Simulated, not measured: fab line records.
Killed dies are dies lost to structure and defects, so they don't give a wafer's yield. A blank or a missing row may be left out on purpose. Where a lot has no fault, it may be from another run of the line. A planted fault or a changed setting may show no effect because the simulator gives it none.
Which tool was responsible? || flow sky130 || Sampling: 24 lots, 72 wafers, 6 of 708 route steps

WHAT THE GAUGES READ, wafer by wafer
SKY_NWELL_OVL_MEAS_23. Usual: NWELL_01_OVL typically reads -0.7 nm, with standard deviation 1.4.
{"lot": "L074", "measured": "day 5 08:07", "on": "overlay-02", "NWELL_01_OVL (nm)": "-0.6 -0.4 -1.0", "flag": ""}
{"lot": "L075", "measured": "day 5 15:41", "on": "overlay-01", "NWELL_01_OVL (nm)": "1.0 -1.8 2.0", "flag": ""}
{"lot": "L076", "measured": "day 5 18:55", "on": "overlay-02", "NWELL_01_OVL (nm)": "-1.2 -0.9 -1.0", "flag": ""}
{"lot": "L077", "measured": "day 5 23:49", "on": "overlay-01", "NWELL_01_OVL (nm)": "-2.1 -3.8 -3.7", "flag": ""}
{"lot": "L078", "measured": "day 6 09:16", "on": "overlay-02", "NWELL_01_OVL (nm)": "0.8 1.4 2.1", "flag": ""}
{"lot": "L079", "measured": "day 7 01:34", "on": "overlay-01", "NWELL_01_OVL (nm)": "-1.1 -1.5 0.0", "flag": ""}
{"lot": "L080", "measured": "day 7 05:26", "on": "overlay-01", "NWELL_01_OVL (nm)": "1.2 -1.4 -0.5", "flag": ""}
{"lot": "L081", "measured": "day 7 05:05", "on": "overlay-02", "NWELL_01_OVL (nm)": "0.6 -1.2 0.0", "flag": ""}
{"lot": "L082", "measured": "day 7 07:58", "on": "overlay-01", "NWELL_01_OVL (nm)": "0.3 1.8 0.6", "flag": ""}
{"lot": "L083", "measured": "day 7 13:28", "on": "overlay-02", "NWELL_01_OVL (nm)": "0.9 -0.1 1.6", "flag": ""}
{"lot": "L084", "measured": "day 7 21:04", "on": "overlay-01", "NWELL_01_OVL (nm)": "-2.9 -2.6 -1.7", "flag": ""}
{"lot": "L085", "measured": "day 8 09:43", "on": "overlay-02", "NWELL_01_OVL (nm)": "-2.7 -1.1 -1.9", "flag": ""}
{"lot": "L086", "measured": "day 8 19:49", "on": "overlay-02", "NWELL_01_OVL (nm)": "-0.7 -0.2 -1.2", "flag": ""}
{"lot": "L087", "measured": "day 8 19:28", "on": "overlay-01", "NWELL_01_OVL (nm)": "-3.0 -1.1 -1.6", "flag": ""}
{"lot": "L088", "measured": "day 9 02:34", "on": "overlay-01", "NWELL_01_OVL (nm)": "3.3 0.7 0.5", "flag": ""}
{"lot": "L089", "measured": "day 9 09:34", "on": "overlay-02", "NWELL_01_OVL (nm)": "-0.9 -3.2 -2.4", "flag": ""}
{"lot": "L090", "measured": "day 9 13:05", "on": "overlay-01", "NWELL_01_OVL (nm)": "-1.5 0.6 0.0", "flag": ""}
{"lot": "L091", "measured": "day 9 17:07", "on": "overlay-02", "NWELL_01_OVL (nm)": "-0.3 -0.6 -2.8", "flag": ""}
{"lot": "L093", "measured": "day 10 02:38", "on": "overlay-02", "NWELL_01_OVL (nm)": "0.9 -1.2 -1.2", "flag": ""}
{"lot": "L092", "measured": "day 10 04:40", "on": "overlay-01", "NWELL_01_OVL (nm)": "-0.1 -0.6 0.3", "flag": ""}
{"lot": "L094", "measured": "day 10 10:13", "on": "overlay-02", "NWELL_01_OVL (nm)": "-1.2 -0.7 0.7", "flag": ""}
{"lot": "L095", "measured": "day 10 17:14", "on": "overlay-02", "NWELL_01_OVL (nm)": "-2.3 -2.2 -3.3", "flag": ""}
{"lot": "L096", "measured": "day 10 20:23", "on": "overlay-02", "NWELL_01_OVL (nm)": "-1.3 -2.2 -3.1", "flag": ""}
{"lot": "L097", "measured": "day 11 02:31", "on": "overlay-02", "NWELL_01_OVL (nm)": "-2.7 -0.9 -0.4", "flag": ""}

SKY_LI_CONTACT_CD_MEAS_12: the cd target is 170 nm. Usual: 169.2 nm for cd_nm, sd 1.4.
{"lot": "L074", "measured": "day 29 05:28", "on": "cd_sem-02", "cd_nm (nm)": "167.8 168.6 168.6", "flag": ""}
{"lot": "L075", "measured": "day 29 11:14", "on": "cd_sem-02", "cd_nm (nm)": "171.5 170.4 170.4", "flag": ""}
{"lot": "L076", "measured": "day 30 03:25", "on": "cd_sem-01", "cd_nm (nm)": "170.7 169.4 170.4", "flag": ""}
{"lot": "L077", "measured": "day 30 03:19", "on": "cd_sem-02", "cd_nm (nm)": "168.0 168.8 167.7", "flag": ""}
{"lot": "L078", "measured": "day 30 19:43", "on": "cd_sem-01", "cd_nm (nm)": "170.5 169.2 169.3", "flag": ""}
{"lot": "L079", "measured": "day 31 17:19", "on": "cd_sem-02", "cd_nm (nm)": "165.4 166.6 165.5", "flag": ""}
{"lot": "L080", "measured": "day 31 19:48", "on": "cd_sem-02", "cd_nm (nm)": "170.9 170.8 171.9", "flag": ""}
{"lot": "L081", "measured": "day 31 20:25", "on": "cd_sem-02", "cd_nm (nm)": "169.4 170.2 169.0", "flag": ""}
{"lot": "L082", "measured": "day 32 05:28", "on": "cd_sem-02", "cd_nm (nm)": "169.5 170.5 170.3", "flag": ""}
{"lot": "L083", "measured": "day 32 10:19", "on": "cd_sem-02", "cd_nm (nm)": "168.3 168.4 169.2", "flag": ""}
{"lot": "L084", "measured": "day 32 17:59", "on": "cd_sem-01", "cd_nm (nm)": "169.9 171.4 170.4", "flag": ""}
{"lot": "L085", "measured": "day 33 07:55", "on": "cd_sem-01", "cd_nm (nm)": "167.9 169.4 167.6", "flag": ""}
{"lot": "L086", "measured": "day 34 01:23", "on": "cd_sem-01", "cd_nm (nm)": "170.6 171.0 169.2", "flag": ""}
{"lot": "L087", "measured": "day 33 17:55", "on": "cd_sem-01", "cd_nm (nm)": "171.1 170.5 171.1", "flag": ""}
{"lot": "L088", "measured": "day 34 10:32", "on": "cd_sem-02", "cd_nm (nm)": "167.5 169.1 169.3", "flag": ""}
{"lot": "L089", "measured": "day 34 20:31", "on": "cd_sem-02", "cd_nm (nm)": "168.0 169.1 168.1", "flag": ""}
{"lot": "L090", "measured": "day 34 16:32", "on": "cd_sem-02", "cd_nm (nm)": "168.9 168.6 170.5", "flag": ""}
{"lot": "L091", "measured": "day 35 00:34", "on": "cd_sem-02", "cd_nm (nm)": "167.6 167.8 167.7", "flag": ""}
{"lot": "L093", "measured": "day 35 10:09", "on": "cd_sem-02", "cd_nm (nm)": "169.3 169.2 168.7", "flag": ""}
{"lot": "L092", "measured": "day 35 11:40", "on": "cd_sem-02", "cd_nm (nm)": "167.5 167.9 167.9", "flag": ""}
{"lot": "L094", "measured": "day 35 16:49", "on": "cd_sem-02", "cd_nm (nm)": "169.8 169.8 169.5", "flag": ""}
{"lot": "L095", "measured": "day 36 08:44", "on": "cd_sem-01", "cd_nm (nm)": "169.3 168.9 169.8", "flag": ""}
{"lot": "L096", "measured": "day 36 08:43", "on": "cd_sem-02", "cd_nm (nm)": "167.3 166.4 167.8", "flag": ""}
{"lot": "L097", "measured": "day 36 13:58", "on": "cd_sem-02", "cd_nm (nm)": "168.9 167.7 168.6", "flag": ""}

SKY_VIA3_THK_MEAS_01. Usual: VIA3_HDPCVD_THK typically reads 1630 nm, with standard deviation 20.
{"lot": "L074", "measured": "day 38 18:20", "on": "film_metro-03", "VIA3_HDPCVD_THK (nm)": "1634 1634 1646", "flag": ""}
{"lot": "L075", "measured": "day 38 19:32", "on": "film_metro-02", "VIA3_HDPCVD_THK (nm)": "1637 1605 1626", "flag": ""}
{"lot": "L076", "measured": "day 39 17:10", "on": "film_metro-02", "VIA3_HDPCVD_THK (nm)": "1652 1664 1641", "flag": ""}
{"lot": "L077", "measured": "day 39 16:55", "on": "film_metro-01", "VIA3_HDPCVD_THK (nm)": "1637 1678 1685", "flag": ""}
{"lot": "L078", "measured": "day 40 01:46", "on": "film_metro-03", "VIA3_HDPCVD_THK (nm)": "1664 1629 1664", "flag": ""}
{"lot": "L079", "measured": "day 40 22:15", "on": "film_metro-03", "VIA3_HDPCVD_THK (nm)": "1626 1627 1611", "flag": ""}
{"lot": "L080", "measured": "day 40 23:01", "on": "film_metro-01", "VIA3_HDPCVD_THK (nm)": "1634 1636 1632", "flag": ""}
{"lot": "L081", "measured": "day 40 23:32", "on": "film_metro-02", "VIA3_HDPCVD_THK (nm)": "1608 1600 1629", "flag": ""}
{"lot": "L082", "measured": "day 41 06:36", "on": "film_metro-02", "VIA3_HDPCVD_THK (nm)": "1615 1607 1597", "flag": ""}
{"lot": "L083", "measured": "day 41 19:16", "on": "film_metro-02", "VIA3_HDPCVD_THK (nm)": "1631 1653 1636", "flag": ""}
{"lot": "L084", "measured": "day 41 22:54", "on": "film_metro-02", "VIA3_HDPCVD_THK (nm)": "1635 1668 1602", "flag": ""}
{"lot": "L085", "measured": "day 42 07:19", "on": "film_metro-02", "VIA3_HDPCVD_THK (nm)": "1622 1599 1649", "flag": ""}
{"lot": "L086", "measured": "day 43 00:26", "on": "film_metro-02", "VIA3_HDPCVD_THK (nm)": "1627 1645 1635", "flag": ""}
{"lot": "L087", "measured": "day 42 22:25", "on": "film_metro-02", "VIA3_HDPCVD_THK (nm)": "1611 1635 1635", "flag": ""}
{"lot": "L088", "measured": "day 43 03:25", "on": "film_metro-02", "VIA3_HDPCVD_THK (nm)": "1606 1617 1618", "flag": ""}
{"lot": "L089", "measured": "day 43 21:58", "on": "film_metro-02", "VIA3_HDPCVD_THK (nm)": "1647 1613 1614", "flag": ""}
{"lot": "L090", "measured": "day 43 21:07", "on": "film_metro-01", "VIA3_HDPCVD_THK (nm)": "1640 1644 1639", "flag": ""}
{"lot": "L091", "measured": "day 43 23:17", "on": "film_metro-02", "VIA3_HDPCVD_THK (nm)": "1601 1643 1613", "flag": ""}
{"lot": "L093", "measured": "day 44 04:05", "on": "film_metro-02", "VIA3_HDPCVD_THK (nm)": "1633 1601 1629", "flag": ""}
{"lot": "L092", "measured": "day 44 04:49", "on": "film_metro-03", "VIA3_HDPCVD_THK (nm)": "1630 1648 1603", "flag": ""}
{"lot": "L094", "measured": "day 44 07:42", "on": "film_metro-01", "VIA3_HDPCVD_THK (nm)": "1633 1609 1612", "flag": ""}
{"lot": "L095", "measured": "day 44 22:19", "on": "film_metro-02", "VIA3_HDPCVD_THK (nm)": "1651 1626 1645", "flag": ""}
{"lot": "L096", "measured": "day 44 22:14", "on": "film_metro-02", "VIA3_HDPCVD_THK (nm)": "1603 1647 1619", "flag": ""}
{"lot": "L097", "measured": "day 45 02:23", "on": "film_metro-01", "VIA3_HDPCVD_THK (nm)": "1635 1621 1613", "flag": ""}

WHAT TOOL EACH LOT RAN ON (gives the tool, then ch and the chambers of the sampled wafers, and finally the start)
{"lot": "L074", "SKY_FIELD_ISO_ETCH_14": "rie_diel-01 ch 0,1,2, day 2 05:02", "SKY_SD_N_RTA_14": "rtp_anneal-02 ch 0, day 28 00:17", "SKY_METAL1_SPUTTER_03": "pvd_sputter-02, day 31 18:05"}
{"lot": "L075", "SKY_FIELD_ISO_ETCH_14": "rie_diel-03 ch 1,2, day 2 10:08", "SKY_SD_N_RTA_14": "rtp_anneal-01 ch 0, day 28 05:57", "SKY_METAL1_SPUTTER_03": "pvd_sputter-03, day 31 22:54"}
{"lot": "L076", "SKY_FIELD_ISO_ETCH_14": "rie_diel-03 ch 0,1,3, day 2 14:41", "SKY_SD_N_RTA_14": "rtp_anneal-01 ch 0, day 28 22:49", "SKY_METAL1_SPUTTER_03": "pvd_sputter-03, day 32 14:59"}
{"lot": "L077", "SKY_FIELD_ISO_ETCH_14": "rie_diel-03 ch 0,1,2, day 2 20:47", "SKY_SD_N_RTA_14": "rtp_anneal-02 ch 0, day 28 22:17", "SKY_METAL1_SPUTTER_03": "pvd_sputter-02, day 32 14:37"}
{"lot": "L078", "SKY_FIELD_ISO_ETCH_14": "rie_diel-01 ch 0,2,3, day 3 01:43", "SKY_SD_N_RTA_14": "rtp_anneal-02 ch 0, day 29 14:38", "SKY_METAL1_SPUTTER_03": "pvd_sputter-01, day 33 08:52"}
{"lot": "L079", "SKY_FIELD_ISO_ETCH_14": "rie_diel-01 ch 0,1,3, day 3 09:43", "SKY_SD_N_RTA_14": "rtp_anneal-01 ch 0, day 30 12:31", "SKY_METAL1_SPUTTER_03": "pvd_sputter-03, day 34 02:58"}
{"lot": "L080", "SKY_FIELD_ISO_ETCH_14": "rie_diel-01 ch 0,3, day 3 13:37", "SKY_SD_N_RTA_14": "rtp_anneal-02 ch 0, day 30 15:07", "SKY_METAL1_SPUTTER_03": "pvd_sputter-01, day 34 05:34"}
{"lot": "L081", "SKY_FIELD_ISO_ETCH_14": "rie_diel-04 ch 0,1,2, day 3 16:49", "SKY_SD_N_RTA_14": "rtp_anneal-01 ch 0, day 30 16:01", "SKY_METAL1_SPUTTER_03": "pvd_sputter-02, day 34 06:14"}
{"lot": "L082", "SKY_FIELD_ISO_ETCH_14": "rie_diel-01 ch 1,2,3, day 3 21:08", "SKY_SD_N_RTA_14": "rtp_anneal-02 ch 0, day 31 01:11", "SKY_METAL1_SPUTTER_03": "pvd_sputter-02, day 34 15:58"}
{"lot": "L083", "SKY_FIELD_ISO_ETCH_14": "rie_diel-04 ch 0,1,3, day 4 04:41", "SKY_SD_N_RTA_14": "rtp_anneal-01 ch 0, day 31 07:26", "SKY_METAL1_SPUTTER_03": "pvd_sputter-03, day 34 21:35"}
{"lot": "L084", "SKY_FIELD_ISO_ETCH_14": "rie_diel-01 ch 0,1,3, day 4 12:19", "SKY_SD_N_RTA_14": "rtp_anneal-02 ch 0, day 31 14:17", "SKY_METAL1_SPUTTER_03": "pvd_sputter-02, day 35 02:31"}
{"lot": "L085", "SKY_FIELD_ISO_ETCH_14": "rie_diel-01 ch 0,2,3, day 4 17:35", "SKY_SD_N_RTA_14": "rtp_anneal-01 ch 0, day 32 03:37", "SKY_METAL1_SPUTTER_03": "pvd_sputter-03, day 35 18:57"}
{"lot": "L086", "SKY_FIELD_ISO_ETCH_14": "rie_diel-03 ch 0,1,2, day 4 21:25", "SKY_SD_N_RTA_14": "rtp_anneal-01 ch 0, day 32 21:57", "SKY_METAL1_SPUTTER_03": "pvd_sputter-01, day 36 12:04"}
{"lot": "L087", "SKY_FIELD_ISO_ETCH_14": "rie_diel-03 ch 1,2, day 5 01:13", "SKY_SD_N_RTA_14": "rtp_anneal-02 ch 0, day 32 13:43", "SKY_METAL1_SPUTTER_03": "pvd_sputter-03, day 36 10:02"}
{"lot": "L088", "SKY_FIELD_ISO_ETCH_14": "rie_diel-03 ch 0,1, day 5 06:26", "SKY_SD_N_RTA_14": "rtp_anneal-02 ch 0, day 33 06:18", "SKY_METAL1_SPUTTER_03": "pvd_sputter-02, day 36 16:46"}
{"lot": "L089", "SKY_FIELD_ISO_ETCH_14": "rie_diel-01 ch 1,2,3, day 5 10:16", "SKY_SD_N_RTA_14": "rtp_anneal-02 ch 0, day 33 16:56", "SKY_METAL1_SPUTTER_03": "pvd_sputter-01, day 37 12:09"}
{"lot": "L090", "SKY_FIELD_ISO_ETCH_14": "rie_diel-03 ch 0,2, day 5 16:23", "SKY_SD_N_RTA_14": "rtp_anneal-01 ch 0, day 33 13:05", "SKY_METAL1_SPUTTER_03": "pvd_sputter-03, day 37 11:14"}
{"lot": "L091", "SKY_FIELD_ISO_ETCH_14": "rie_diel-04 ch 1,2,3, day 5 23:22", "SKY_SD_N_RTA_14": "rtp_anneal-01 ch 0, day 33 20:41", "SKY_METAL1_SPUTTER_03": "pvd_sputter-03, day 37 14:14"}
{"lot": "L093", "SKY_FIELD_ISO_ETCH_14": "rie_diel-04 ch 1,2, day 6 06:50", "SKY_SD_N_RTA_14": "rtp_anneal-02 ch 0, day 34 07:15", "SKY_METAL1_SPUTTER_03": "pvd_sputter-01, day 37 18:04"}
{"lot": "L092", "SKY_FIELD_ISO_ETCH_14": "rie_diel-01 ch 0,2,3, day 6 07:10", "SKY_SD_N_RTA_14": "rtp_anneal-01 ch 0, day 34 08:25", "SKY_METAL1_SPUTTER_03": "pvd_sputter-01, day 37 18:43"}
{"lot": "L094", "SKY_FIELD_ISO_ETCH_14": "rie_diel-03 ch 2,3, day 6 14:01", "SKY_SD_N_RTA_14": "rtp_anneal-02 ch 0, day 34 12:55", "SKY_METAL1_SPUTTER_03": "pvd_sputter-01, day 37 22:03"}
{"lot": "L095", "SKY_FIELD_ISO_ETCH_14": "rie_diel-04 ch 0,1,2, day 6 20:20", "SKY_SD_N_RTA_14": "rtp_anneal-02 ch 0, day 35 00:21", "SKY_METAL1_SPUTTER_03": "pvd_sputter-01, day 38 16:59"}
{"lot": "L096", "SKY_FIELD_ISO_ETCH_14": "rie_diel-03 ch 1,2,3, day 7 00:20", "SKY_SD_N_RTA_14": "rtp_anneal-01 ch 0, day 35 00:11", "SKY_METAL1_SPUTTER_03": "pvd_sputter-02, day 38 16:39"}
{"lot": "L097", "SKY_FIELD_ISO_ETCH_14": "rie_diel-01 ch 0,2,3, day 7 04:02", "SKY_SD_N_RTA_14": "rtp_anneal-01 ch 0, day 35 12:08", "SKY_METAL1_SPUTTER_03": "pvd_sputter-02, day 38 21:14"}
- SKY_FIELD_ISO_ETCH_14: etches BARC in N2/H2, stops on SiO2, time 45.9 s, target depth 60 nm.
- SKY_SD_N_RTA_14: time 2 s.
- SKY_METAL1_SPUTTER_03: material Ti, target thk 5 nm, time 3.3 s.

WHAT THE TOOLS THEMSELVES READ (means of the sampled wafers that have a number; where no wafer has one, the mark that the record gives instead)
SKY_FIELD_ISO_ETCH_14. Usual: drypump_motor_current_A 5.97 A, standard deviation 0.22; oes_product_au 0.856 a.u., standard deviation 0.0048; throttle_valve_pct 13.224 %, standard deviation 0.0084.
{"lot": "L074", "tool": "rie_diel-01", "drypump_motor_current_A (A)": 6.06, "oes_product_au (a.u.)": 0.852, "throttle_valve_pct (%)": 13.234, "flag": ""}
{"lot": "L075", "tool": "rie_diel-03", "drypump_motor_current_A (A)": 5.96, "oes_product_au (a.u.)": 0.860, "throttle_valve_pct (%)": 13.220, "flag": ""}
{"lot": "L076", "tool": "rie_diel-03", "drypump_motor_current_A (A)": 5.89, "oes_product_au (a.u.)": 0.853, "throttle_valve_pct (%)": 13.229, "flag": ""}
{"lot": "L077", "tool": "rie_diel-03", "drypump_motor_current_A (A)": 5.93, "oes_product_au (a.u.)": 0.861, "throttle_valve_pct (%)": 13.226, "flag": ""}
{"lot": "L078", "tool": "rie_diel-01", "drypump_motor_current_A (A)": 5.90, "oes_product_au (a.u.)": 0.861, "throttle_valve_pct (%)": 13.222, "flag": ""}
{"lot": "L079", "tool": "rie_diel-01", "drypump_motor_current_A (A)": 6.13, "oes_product_au (a.u.)": 0.851, "throttle_valve_pct (%)": 13.230, "flag": ""}
{"lot": "L080", "tool": "rie_diel-01", "drypump_motor_current_A (A)": 6.05, "oes_product_au (a.u.)": 0.854, "throttle_valve_pct (%)": 13.231, "flag": ""}
{"lot": "L081", "tool": "rie_diel-04", "drypump_motor_current_A (A)": 5.95, "oes_product_au (a.u.)": 0.857, "throttle_valve_pct (%)": 13.225, "flag": ""}
{"lot": "L082", "tool": "rie_diel-01", "drypump_motor_current_A (A)": 5.98, "oes_product_au (a.u.)": 0.851, "throttle_valve_pct (%)": 13.226, "flag": ""}
{"lot": "L083", "tool": "rie_diel-04", "drypump_motor_current_A (A)": 5.93, "oes_product_au (a.u.)": 0.860, "throttle_valve_pct (%)": 13.221, "flag": ""}
{"lot": "L084", "tool": "rie_diel-01", "drypump_motor_current_A (A)": 6.14, "oes_product_au (a.u.)": 0.852, "throttle_valve_pct (%)": 13.219, "flag": ""}
{"lot": "L085", "tool": "rie_diel-01", "drypump_motor_current_A (A)": 5.91, "oes_product_au (a.u.)": 0.858, "throttle_valve_pct (%)": 13.223, "flag": ""}
{"lot": "L086", "tool": "rie_diel-03", "drypump_motor_current_A (A)": 5.93, "oes_product_au (a.u.)": 0.858, "throttle_valve_pct (%)": 13.215, "flag": ""}
{"lot": "L087", "tool": "rie_diel-03", "drypump_motor_current_A (A)": 5.92, "oes_product_au (a.u.)": 0.859, "throttle_valve_pct (%)": 13.216, "flag": ""}
{"lot": "L088", "tool": "rie_diel-03", "drypump_motor_current_A (A)": 5.84, "oes_product_au (a.u.)": 0.857, "throttle_valve_pct (%)": 13.223, "flag": ""}
{"lot": "L089", "tool": "rie_diel-01", "drypump_motor_current_A (A)": 5.98, "oes_product_au (a.u.)": 0.853, "throttle_valve_pct (%)": 13.226, "flag": ""}
{"lot": "L090", "tool": "rie_diel-03", "drypump_motor_current_A (A)": 5.93, "oes_product_au (a.u.)": 0.857, "throttle_valve_pct (%)": 13.225, "flag": ""}
{"lot": "L091", "tool": "rie_diel-04", "drypump_motor_current_A (A)": 6.18, "oes_product_au (a.u.)": 0.856, "throttle_valve_pct (%)": 13.228, "flag": ""}
{"lot": "L093", "tool": "rie_diel-04", "drypump_motor_current_A (A)": 6.17, "oes_product_au (a.u.)": 0.858, "throttle_valve_pct (%)": 13.231, "flag": ""}
{"lot": "L092", "tool": "rie_diel-01", "drypump_motor_current_A (A)": 5.91, "oes_product_au (a.u.)": 0.851, "throttle_valve_pct (%)": 13.225, "flag": ""}
{"lot": "L094", "tool": "rie_diel-03", "drypump_motor_current_A (A)": 6.00, "oes_product_au (a.u.)": 0.856, "throttle_valve_pct (%)": 13.235, "flag": ""}
{"lot": "L095", "tool": "rie_diel-04", "drypump_motor_current_A (A)": 5.95, "oes_product_au (a.u.)": 0.858, "throttle_valve_pct (%)": 13.232, "flag": ""}
{"lot": "L096", "tool": "rie_diel-03", "drypump_motor_current_A (A)": 5.98, "oes_product_au (a.u.)": 0.855, "throttle_valve_pct (%)": 13.220, "flag": ""}
{"lot": "L097", "tool": "rie_diel-01", "drypump_motor_current_A (A)": 5.89, "oes_product_au (a.u.)": 0.855, "throttle_valve_pct (%)": 13.222, "flag": ""}

SKY_SD_N_RTA_14. Usual: chamber_o2_ppm 1.998, standard deviation 0.022; lamp_power_pct 15.74 %, standard deviation 0.046; wafer_temp_C_max 1077.8, standard deviation 1.3.
{"lot": "L074", "tool": "rtp_anneal-02", "chamber_o2_ppm": 2.012, "lamp_power_pct (%)": 15.73, "wafer_temp_C_max": 1077.8, "flag": ""}
{"lot": "L075", "tool": "rtp_anneal-01", "chamber_o2_ppm": 1.974, "lamp_power_pct (%)": 15.74, "wafer_temp_C_max": 1077.5, "flag": ""}
{"lot": "L076", "tool": "rtp_anneal-01", "chamber_o2_ppm": 2.006, "lamp_power_pct (%)": 15.77, "wafer_temp_C_max": 1077.2, "flag": ""}
{"lot": "L077", "tool": "rtp_anneal-02", "chamber_o2_ppm": 1.995, "lamp_power_pct (%)": 15.77, "wafer_temp_C_max": 1077.3, "flag": ""}
{"lot": "L078", "tool": "rtp_anneal-02", "chamber_o2_ppm": 1.998, "lamp_power_pct (%)": 15.75, "wafer_temp_C_max": 1078.2, "flag": ""}
{"lot": "L079", "tool": "rtp_anneal-01", "chamber_o2_ppm": 2.000, "lamp_power_pct (%)": 15.76, "wafer_temp_C_max": 1079.8, "flag": ""}
{"lot": "L080", "tool": "rtp_anneal-02", "chamber_o2_ppm": 1.971, "lamp_power_pct (%)": 15.76, "wafer_temp_C_max": 1077.9, "flag": ""}
{"lot": "L081", "tool": "rtp_anneal-01", "chamber_o2_ppm": 1.996, "lamp_power_pct (%)": 15.75, "wafer_temp_C_max": 1078.5, "flag": ""}
{"lot": "L082", "tool": "rtp_anneal-02", "chamber_o2_ppm": 1.984, "lamp_power_pct (%)": 15.75, "wafer_temp_C_max": 1077.5, "flag": ""}
{"lot": "L083", "tool": "rtp_anneal-01", "chamber_o2_ppm": 2.002, "lamp_power_pct (%)": 15.73, "wafer_temp_C_max": 1077.5, "flag": ""}
{"lot": "L084", "tool": "rtp_anneal-02", "chamber_o2_ppm": 1.991, "lamp_power_pct (%)": 15.72, "wafer_temp_C_max": 1077.0, "flag": ""}
{"lot": "L085", "tool": "rtp_anneal-01", "chamber_o2_ppm": 1.994, "lamp_power_pct (%)": 15.73, "wafer_temp_C_max": 1078.6, "flag": ""}
{"lot": "L086", "tool": "rtp_anneal-01", "chamber_o2_ppm": 1.990, "lamp_power_pct (%)": 15.74, "wafer_temp_C_max": 1077.3, "flag": ""}
{"lot": "L087", "tool": "rtp_anneal-02", "chamber_o2_ppm": 2.029, "lamp_power_pct (%)": 15.73, "wafer_temp_C_max": 1077.8, "flag": ""}
{"lot": "L088", "tool": "rtp_anneal-02", "chamber_o2_ppm": 2.018, "lamp_power_pct (%)": 15.72, "wafer_temp_C_max": 1077.6, "flag": ""}
{"lot": "L089", "tool": "rtp_anneal-02", "chamber_o2_ppm": 2.026, "lamp_power_pct (%)": 15.70, "wafer_temp_C_max": 1077.9, "flag": ""}
{"lot": "L090", "tool": "rtp_anneal-01", "chamber_o2_ppm": 1.984, "lamp_power_pct (%)": 15.70, "wafer_temp_C_max": 1077.6, "flag": ""}
{"lot": "L091", "tool": "rtp_anneal-01", "chamber_o2_ppm": 1.997, "lamp_power_pct (%)": 15.75, "wafer_temp_C_max": 1078.0, "flag": ""}
{"lot": "L093", "tool": "rtp_anneal-02", "chamber_o2_ppm": 1.998, "lamp_power_pct (%)": 15.77, "wafer_temp_C_max": 1077.4, "flag": ""}
{"lot": "L092", "tool": "rtp_anneal-01", "chamber_o2_ppm": 1.990, "lamp_power_pct (%)": 15.79, "wafer_temp_C_max": 1077.8, "flag": ""}
{"lot": "L094", "tool": "rtp_anneal-02", "chamber_o2_ppm": 2.005, "lamp_power_pct (%)": 15.74, "wafer_temp_C_max": 1078.4, "flag": ""}
{"lot": "L095", "tool": "rtp_anneal-02", "chamber_o2_ppm": 1.995, "lamp_power_pct (%)": 15.69, "wafer_temp_C_max": 1078.6, "flag": ""}
{"lot": "L096", "tool": "rtp_anneal-01", "chamber_o2_ppm": 1.984, "lamp_power_pct (%)": 15.71, "wafer_temp_C_max": 1079.5, "flag": ""}
{"lot": "L097", "tool": "rtp_anneal-01", "chamber_o2_ppm": 1.986, "lamp_power_pct (%)": 15.77, "wafer_temp_C_max": 1077.7, "flag": ""}

SKY_METAL1_SPUTTER_03. Usual: 29.5 % for throttle_valve_pct, sd 1.1.
{"lot": "L074", "tool": "pvd_sputter-02", "throttle_valve_pct (%)": 28.4, "flag": ""}
{"lot": "L075", "tool": "pvd_sputter-03", "throttle_valve_pct (%)": 29.5, "flag": ""}
{"lot": "L076", "tool": "pvd_sputter-03", "throttle_valve_pct (%)": 29.4, "flag": ""}
{"lot": "L077", "tool": "pvd_sputter-02", "throttle_valve_pct (%)": 30.4, "flag": ""}
{"lot": "L078", "tool": "pvd_sputter-01", "throttle_valve_pct (%)": 30.5, "flag": ""}
{"lot": "L079", "tool": "pvd_sputter-03", "throttle_valve_pct (%)": 29.2, "flag": ""}
{"lot": "L080", "tool": "pvd_sputter-01", "throttle_valve_pct (%)": 29.7, "flag": ""}
{"lot": "L081", "tool": "pvd_sputter-02", "throttle_valve_pct (%)": 30.0, "flag": ""}
{"lot": "L082", "tool": "pvd_sputter-02", "throttle_valve_pct (%)": 29.7, "flag": ""}
{"lot": "L083", "tool": "pvd_sputter-03", "throttle_valve_pct (%)": 29.9, "flag": ""}
{"lot": "L084", "tool": "pvd_sputter-02", "throttle_valve_pct (%)": 28.9, "flag": ""}
{"lot": "L085", "tool": "pvd_sputter-03", "throttle_valve_pct (%)": 29.0, "flag": ""}
{"lot": "L086", "tool": "pvd_sputter-01", "throttle_valve_pct (%)": 31.4, "flag": ""}
{"lot": "L087", "tool": "pvd_sputter-03", "throttle_valve_pct (%)": 28.8, "flag": ""}
{"lot": "L088", "tool": "pvd_sputter-02", "throttle_valve_pct (%)": 30.1, "flag": ""}
{"lot": "L089", "tool": "pvd_sputter-01", "throttle_valve_pct (%)": 31.3, "flag": ""}
{"lot": "L090", "tool": "pvd_sputter-03", "throttle_valve_pct (%)": 28.7, "flag": ""}
{"lot": "L091", "tool": "pvd_sputter-03", "throttle_valve_pct (%)": 29.4, "flag": ""}
{"lot": "L093", "tool": "pvd_sputter-01", "throttle_valve_pct (%)": 29.0, "flag": ""}
{"lot": "L092", "tool": "pvd_sputter-01", "throttle_valve_pct (%)": 30.5, "flag": ""}
{"lot": "L094", "tool": "pvd_sputter-01", "throttle_valve_pct (%)": 29.7, "flag": ""}
{"lot": "L095", "tool": "pvd_sputter-01", "throttle_valve_pct (%)": 30.6, "flag": ""}
{"lot": "L096", "tool": "pvd_sputter-02", "throttle_valve_pct (%)": 29.2, "flag": ""}
{"lot": "L097", "tool": "pvd_sputter-02", "throttle_valve_pct (%)": 29.1, "flag": ""}

THE ANSWER, worked out from the rows above alone
Rule: a lot is off if the mean of its wafers that have a number lies more than 3 standard deviations from the usual mean. Also off: a lot with no number at a reading for which 4 or more lots have one. Where the step has rows for the other lots, those lots are counted as sound. Order of review: gauges by route order, followed by the tools' own readings, for which a lot's mean as printed above is used. At the first step where some lot is off, the reading lying furthest off is the one used; lots without a number count as furthest.
None of the lots is off at any reading shown; this tells nothing.

WHAT THE SIMULATOR PUT IN
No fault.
